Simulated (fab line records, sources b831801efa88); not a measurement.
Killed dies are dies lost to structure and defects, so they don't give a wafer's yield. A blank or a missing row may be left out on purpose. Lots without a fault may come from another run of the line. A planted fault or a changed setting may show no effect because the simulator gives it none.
Which tool did it? | flow gf180mcu | 12 lots, 36 wafers sampled, at 6 steps of a route of 602

WHAT THE GAUGES READ, wafer by wafer
GF_STI_THK_MEAS_04.
lot  | measured    | on            | STI_CVD_03_THK (nm)
L352 | day 1 23:34 | film_metro-01 | 208.6 208.3 209.3
L353 | day 2 05:11 | film_metro-01 | 206.7 206.7 206.0
L354 | day 2 09:34 | film_metro-01 | 212.5 210.5 211.4
L355 | day 2 14:38 | film_metro-04 | 208.9 208.5 208.0
L359 | day 3 12:26 | film_metro-02 | 208.7 207.6 206.8
L360 | day 3 15:45 | film_metro-04 | 206.4 205.1 206.9
L361 | day 3 20:34 | film_metro-01 | 155.6 154.1 153.8
L362 | day 4 02:12 | film_metro-01 | 152.7 156.6 152.7
L364 | day 4 12:12 | film_metro-01 | 209.8 210.7 211.1
L365 | day 4 16:34 | film_metro-01 | 150.9 151.8 153.7
L369 | day 5 15:08 | film_metro-04 | 205.0 206.9 205.0
L373 | day 6 08:59 | film_metro-04 | 207.3 206.1 205.6

GF_V1_THK_MEAS_01.
lot  | measured     | on            | V1_CVD_00_THK (nm)
L352 | day 17 23:23 | film_metro-02 | 606 612 611
L353 | day 18 15:35 | film_metro-04 | 611 596 601
L354 | day 18 20:56 | film_metro-01 | 596 590 590
L355 | day 19 04:19 | film_metro-01 | 604 597 591
L359 | day 20 16:44 | film_metro-04 | 606 600 596
L360 | day 21 03:05 | film_metro-02 | 592 586 600
L361 | day 21 06:29 | film_metro-01 | 596 607 586
L362 | day 21 15:17 | film_metro-04 | 604 610 601
L364 | day 22 14:01 | film_metro-02 | 591 591 587
L365 | day 22 22:56 | film_metro-04 | 608 615 598
L369 | day 24 01:25 | film_metro-04 | 594 597 595
L373 | day 25 14:08 | film_metro-01 | 583 590 587

WHICH TOOL RAN EACH LOT (tool, then ch and the chambers of the sampled wafers, then the start)
lot  | GF_STI_CVD_03              | GF_STI_ETCH_13                    | GF_STI_CMP_25                | GF_HV_LDD_STRIP_49
L352 | lpcvd-02 ch 0, day 1 21:34 | rie_diel-02 ch 0,1, day 2 11:28   | cmp-02 ch 0,1,3, day 2 13:58 | plasma_asher-01 ch 0,1, day 13 02:37
L353 | lpcvd-01 ch 0, day 2 03:11 | rie_diel-02 ch 0,2, day 2 18:07   | cmp-01 ch 1,2,3, day 2 23:38 | plasma_asher-01 ch 0,1, day 13 19:51
L354 | lpcvd-01 ch 1, day 2 07:35 | rie_diel-04 ch 0,2,3, day 2 21:25 | cmp-02 ch 0,1, day 2 23:40   | plasma_asher-03 ch 0,1, day 14 00:19
L355 | lpcvd-01 ch 1, day 2 12:39 | rie_diel-03 ch 0,2, day 3 02:09   | cmp-01 ch 0,3, day 3 09:11   | plasma_asher-03 ch 0,1, day 14 07:42
L359 | lpcvd-02 ch 1, day 3 10:26 | rie_diel-03 ch 0,2, day 4 01:52   | cmp-01 ch 0,2, day 4 03:52   | plasma_asher-01 ch 0,1, day 15 12:15
L360 | lpcvd-02 ch 1, day 3 13:46 | rie_diel-04 ch 0,1,2, day 4 04:55 | cmp-01 ch 0,2,3, day 4 08:57 | plasma_asher-01 ch 0,1, day 15 23:14
L361 | lpcvd-01 ch 1, day 3 18:35 | rie_diel-04 ch 0,1,2, day 4 10:25 | cmp-02 ch 0,1,2, day 4 12:34 | plasma_asher-01 ch 0,1, day 16 03:15
L362 | lpcvd-01 ch 1, day 4 00:13 | rie_diel-02 ch 0,2,3, day 4 15:51 | cmp-02 ch 0,2,3, day 4 17:47 | plasma_asher-03 ch 0, day 16 09:23
L364 | lpcvd-02 ch 1, day 4 10:13 | rie_diel-03 ch 0,2,3, day 5 02:01 | cmp-02 ch 0,1,2, day 5 03:56 | plasma_asher-03 ch 1, day 17 07:11
L365 | lpcvd-01 ch 1, day 4 14:34 | rie_diel-03 ch 0,1,2, day 5 06:43 | cmp-02 ch 0,3, day 5 10:32   | plasma_asher-02 ch 0,1, day 17 15:37
L369 | lpcvd-02 ch 1, day 5 13:08 | rie_diel-04 ch 1,2,3, day 6 06:01 | cmp-01 ch 0,2,3, day 6 07:58 | plasma_asher-02 ch 0,1, day 18 17:08
L373 | lpcvd-02 ch 0, day 6 06:59 | rie_diel-02 ch 1,2,3, day 6 23:50 | cmp-02 ch 0,1,2, day 7 01:47 | plasma_asher-01 ch 0,1, day 20 08:21
- GF_STI_CVD_03: deposits Si3N4 from DCS/NH3, target thk 207.16 nm, time 3551 s.
- GF_STI_ETCH_13: etches the open film in CHF3/O2, stops on Si, target depth 282.31 nm, time 112.9 s.
- GF_STI_CMP_25: polishes, stops on Si3N4, t overpolish 33 s, target thk 524.6 nm.
- GF_HV_LDD_STRIP_49: strips in O2/N2.

WHAT THE TOOLS THEMSELVES READ (means of the sampled wafers that have a number; where no wafer has one, the mark that the record gives instead)
GF_STI_CVD_03.
lot  | tool     | pressure_mtorr (mTorr) | spike_tc_lower_C (C) | zone_power_lower_pct (%) | zone_power_upper_pct (%)
L352 | lpcvd-02 | 249.9                  | 772.1                | 11.0                     | 11.1
L353 | lpcvd-01 | 249.9                  | 769.5                | 11.5                     | 12.4
L354 | lpcvd-01 | 249.8                  | 772.2                | 14.3                     | 12.6
L355 | lpcvd-01 | 249.7                  | 772.8                | 14.4                     | 12.7
L359 | lpcvd-02 | 250.3                  | 771.5                | 14.6                     | 11.9
L360 | lpcvd-02 | 249.5                  | 771.0                | 14.6                     | 11.7
L361 | lpcvd-01 | 249.6                  | 772.9                | 14.3                     | 12.6
L362 | lpcvd-01 | 250.1                  | 773.1                | 14.4                     | 12.5
L364 | lpcvd-02 | 249.5                  | 771.5                | 14.6                     | 11.9
L365 | lpcvd-01 | 250.5                  | 772.6                | 14.3                     | 12.6
L369 | lpcvd-02 | 249.2                  | 770.0                | 14.6                     | 11.7
L373 | lpcvd-02 | 250.4                  | 772.1                | 11.0                     | 11.1

GF_STI_ETCH_13.
lot  | tool        | drypump_motor_current_A (A) | oes_product_au (a.u.) | throttle_valve_pct (%)
L352 | rie_diel-02 | 6.07                        | 0.835                 | 8.816
L353 | rie_diel-02 | 5.71                        | 0.829                 | 8.815
L354 | rie_diel-04 | 5.82                        | 0.838                 | 8.811
L355 | rie_diel-03 | 5.85                        | 0.837                 | 8.804
L359 | rie_diel-03 | 5.83                        | 0.833                 | 8.808
L360 | rie_diel-04 | 5.95                        | 0.826                 | 8.818
L361 | rie_diel-04 | 5.94                        | 0.716                 | 8.772
L362 | rie_diel-02 | 5.92                        | 0.714                 | 8.778
L364 | rie_diel-03 | 5.87                        | 0.839                 | 8.804
L365 | rie_diel-03 | 5.71                        | 0.712                 | 8.781
L369 | rie_diel-04 | 5.97                        | 0.829                 | 8.813
L373 | rie_diel-02 | 5.84                        | 0.830                 | 8.814

GF_STI_CMP_25.
lot  | tool   | edge_zone_pressure_frac | motor_current_A (A)
L352 | cmp-02 | 0.997                   | 12.5
L353 | cmp-01 | 1.003                   | 12.7
L354 | cmp-02 | 1.003                   | 12.7
L355 | cmp-01 | 1.001                   | 12.7
L359 | cmp-01 | 1.004                   | 12.0
L360 | cmp-01 | 1.000                   | 12.2
L361 | cmp-02 | 1.005                   | 13.4
L362 | cmp-02 | 1.000                   | 13.3
L364 | cmp-02 | 1.001                   | 13.2
L365 | cmp-02 | 0.997                   | 12.3
L369 | cmp-01 | 1.000                   | 12.2
L373 | cmp-02 | 0.999                   | 13.3

GF_HV_LDD_STRIP_49.
lot  | tool            | drypump_motor_current_A (A) | heater_power_w (W) | oes_product_au (a.u.) | strip_time_to_endpoint_s (s)
L352 | plasma_asher-01 | 5.6                         | 336                | 0.720                 | 12.65
L353 | plasma_asher-01 | 5.8                         | 328                | 0.713                 | 12.63
L354 | plasma_asher-03 | 6.0                         | 296                | 0.714                 | 12.64
L355 | plasma_asher-03 | 6.0                         | 303                | 0.719                 | 12.60
L359 | plasma_asher-01 | 5.6                         | 333                | 0.716                 | 12.66
L360 | plasma_asher-01 | 5.7                         | 332                | 0.714                 | 12.65
L361 | plasma_asher-01 | 5.6                         | 338                | 0.713                 | 12.69
L362 | plasma_asher-03 | 6.5                         | 310                | 0.711                 | 12.65
L364 | plasma_asher-03 | 4.9                         | 277                | 0.712                 | 12.58
L365 | plasma_asher-02 | 6.1                         | 302                | 0.711                 | 12.62
L369 | plasma_asher-02 | 6.2                         | 314                | 0.715                 | 12.61
L373 | plasma_asher-01 | 5.8                         | 331                | 0.717                 | 12.60

THE ANSWER, worked out from the rows above alone
Rule: what is usual is taken from the lots themselves. Put in order of their means at a reading, lots are off if they are a third of the lots or fewer, leave a main group of 4 or more, and stand apart from it by a gap of 3 or more times the standard deviation of the main group's means; of several such gaps the widest counts. A main group whose means are all the same, to the digits that the tables above print for the reading, isn't used. A lot without any number at a reading at which 4 lots or more have one is off too. The other lots that the step has rows for count as sound. The gauges are gone through in route order, then the tools' own readings, and for those a lot's mean is taken as printed above. The first step at which some lot is off is used, and at that step the reading that is off furthest; a lot without a number counts as furthest.
Off: L361, L362, L365, at GF_STI_THK_MEAS_04 (STI_CVD_03_THK). The main group: mean 207.9 nm, standard deviation 1.9.
A tool fits if, at a process step before that reading, it ran every lot that is off, and no sound lot after the first of them. The gauges at GF_STI_THK_MEAS_04 aren't tried: what is off there is off at GF_STI_ETCH_13 too, on other tools, and a gauge's error can't cause that. One fits: lpcvd-01 at GF_STI_CVD_03. Its last sound lot is L355 (day 2 12:39), its first lot that is off L361 (day 3 18:35): a fault that began between those two fits.

WHAT THE SIMULATOR HAD PUT IN
Process parameter drift: lpcvd-01, from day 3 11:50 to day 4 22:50, at GF_STI_CVD_03. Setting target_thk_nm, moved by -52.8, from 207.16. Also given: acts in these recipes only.
Lots struck among those shown: L361, L362, L365. The rule above found the same.
